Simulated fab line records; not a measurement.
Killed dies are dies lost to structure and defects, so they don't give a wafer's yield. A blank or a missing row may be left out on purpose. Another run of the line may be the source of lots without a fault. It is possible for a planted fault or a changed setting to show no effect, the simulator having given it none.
Comparing a struck lot with a sound one | flow sky130 | 25 out of 708 route steps
Sound: the wafers L319.2, L319.3, L319.6. Wafers L338.1, L338.2, L338.3 were the ones struck. The cause is given at the end.
For every step that has rows: the tool of each side, followed by ch and its chambers, followed by its first start. Under that, the readings that differ: sound wafers | struck wafers | difference of the means | sigmas: that difference in standard deviations of wafers without a fault.
alike: readings whose means differ by less than 2 such deviations, and words and numbers that are the same on both sides. not compared: withheld readings, readings that some wafer has no value for, bounds like >300 that may hide the same value, and numbers for which the record gives no deviation and whose values overlap.
A row with sigmas, a row that says differs or no value, or rows on one side alone: a step with any of these is where the two part. Numbers that don't overlap but have no deviation are shown without sigmas and don't part them. Lack of a reading on every wafer of one side parts them only where that side has two or more wafers.

first, 9 steps without rows for these wafers: SKY_LI_CONTACT_ETCH_14 (etches BARC in N2/H2, stops on SiO2, time 45.9 s, target depth 60 nm); SKY_LI_CONTACT_ETCH_15 (etches PSG in C4F8/O2/Ar, stops on Si, target depth 600 nm); SKY_LI_CONTACT_STRIP_16 (strips in O2/N2); SKY_LI_CONTACT_CLEAN_17 (cleans in NMP, time 600 s); SKY_LI_CONTACT_PRE_CLEAN_18 (time 5.6 s); SKY_LI_CONTACT_SPUTTER_19 (material Ti, target thk 20 nm, time 106.37 s); SKY_LI_CONTACT_SPUTTER_20 (material TiN, target thk 20 nm, time 80 s); SKY_LI_CONTACT_CVD_21 (deposits W, target thk 400 nm, time 120.56 s); SKY_LI_CONTACT_CMP_24 (polishes, stops on PSG, t overpolish 20 s, target thk 0 nm).
SKY_LOCAL_INTERCONNECT_SPUTTER_00: material TiN, target thk 100 nm, time 83.3 s.
  sound on pvd-sputter-02 at day 29 20:27; struck on pvd-sputter-02 at day 36 05:53
  reading                                                | sound             | struck            | difference | sigmas
  model.TiN_of_LOCAL_INTERCONNECT_SPUTTER_00.thk-nm (nm) | 98.74 98.38 99.68 | 74.71 76.55 75.51 | -23.34     |
  alike: throttle-valve-pct
SKY_LOCAL_INTERCONNECT_RS_MEAS_01: measures by four-point-probe.
  sound on film-metro-03 at day 29 20:32; struck on film-metro-01 at day 36 06:14
  reading                            | sound             | struck            | difference | sigmas
  LOCAL_INTERCONNECT_TIN_RS (ohm/sq) | 14.29 14.37 14.18 | 19.22 18.71 19.03 | +4.71      | +29
  not compared: hold
SKY_LOCAL_INTERCONNECT_THK_MEAS_02: measures by xrf.
  sound on film-metro-03 at day 29 20:38; struck on film-metro-01 at day 36 08:49
  reading                         | sound          | struck         | difference | sigmas
  LOCAL_INTERCONNECT_TIN_THK (nm) | 98.1 97.6 98.9 | 75.1 77.1 75.5 | -22.3      | -20
  not compared: hold
then, 8 steps without rows for these wafers: SKY_LOCAL_INTERCONNECT_HMDS_04 (prime time 60 s); SKY_LOCAL_INTERCONNECT_COAT_05 (resist thk 60 nm); SKY_LOCAL_INTERCONNECT_COAT_06 (resist thk 450 nm); SKY_LOCAL_INTERCONNECT_SOFTBAKE_07 (time 90 s); SKY_LOCAL_INTERCONNECT_EXPOSE_08 (exposes mask LI1M, target cd 170 nm); SKY_LOCAL_INTERCONNECT_PEB_09; SKY_LOCAL_INTERCONNECT_DEVELOP_10 (develop time 60 s); SKY_LOCAL_INTERCONNECT_ETCH_13 (etches BARC in N2/H2, stops on SiO2, time 45.9 s, target depth 60 nm).
SKY_LOCAL_INTERCONNECT_METAL_ETCH_14: etches TiN in Cl2/BCl3, stops on PSG, target depth 110 nm, time 31.4 s.
  sound on rie-metal-01 ch 0, day 31 01:01; struck on rie-metal-04 ch 0, day 37 08:59
  reading                | sound                | struck               | difference | sigmas
  oes-product-au (a.u.)  | 0.929 0.920 0.951    | 0.793 0.814 0.803    | -0.130     | -16
  throttle-valve-pct (%) | 21.905 21.910 21.912 | 21.989 21.992 21.976 | +0.077     | +7
  alike: chamber-pressure-mTorr, drypump-motor-current-A
  not compared: rf-hours-counter-h
then, 1 step without rows for these wafers: SKY_LOCAL_INTERCONNECT_STRIP_15 (strips in O2/N2).
SKY_LOCAL_INTERCONNECT_STRIP_16: strips in post etch residue remover, time 1200 s.
  sound on wet-bench-04 ch 0, day 31 01:10; struck on wet-bench-04 ch 2, day 37 09:11
  reading                                                | sound             | struck            | difference | sigmas
  model.TiN_of_LOCAL_INTERCONNECT_SPUTTER_00.thk-nm (nm) | 98.32 97.95 99.26 | 74.29 76.12 75.08 | -23.35     |
  alike: bath-guard-temp-C
then, 1 step without rows for these wafers: SKY_LOCAL_INTERCONNECT_CLEAN_17 (cleans in IPA, time 180 s).
-- record jumps: 13 days separate the struck wafers' starts on either side; left off in module LOCAL_INTERCONNECT, taken up again in module PAD_OPEN, whose first shown step is the route's number 708 --
SKY_PAD_OPEN_PROBE_99:
  sound on prober-01 at day 46 04:07; struck on prober-02 at day 50 16:55
  reading                        | sound            | struck            | difference | sigmas
  model.etest.res-li.line-ohm-um | 77.24 76.83 75.7 | 100.2 97.24 97.88 | +21.8      |
  model.etest.res-li.rs-ohm-sq   | 13.12 13 12.86   | 17.21 16.74 16.98 | +3.98      |
  model.etest.mcon-chain.rc-ohm  | 16.7 17.56 16.82 | 18.5 18.46 18.7   | +1.5       |
  alike: killed_at_M0_to_M3, killed_at_M4_up, killed-at-contacts, killed-at-front-end, killed-at-other, killed-dies, killed-open, killed-short

WHERE THEY PART
Earliest at SKY_LOCAL_INTERCONNECT_RS_MEAS_01; latest, in this record, at SKY_LOCAL_INTERCONNECT_METAL_ETCH_14. Later steps at which nothing parts them and some readings are alike: SKY_LOCAL_INTERCONNECT_STRIP_16, SKY_PAD_OPEN_PROBE_99.

WHY: the cause the simulator had injected
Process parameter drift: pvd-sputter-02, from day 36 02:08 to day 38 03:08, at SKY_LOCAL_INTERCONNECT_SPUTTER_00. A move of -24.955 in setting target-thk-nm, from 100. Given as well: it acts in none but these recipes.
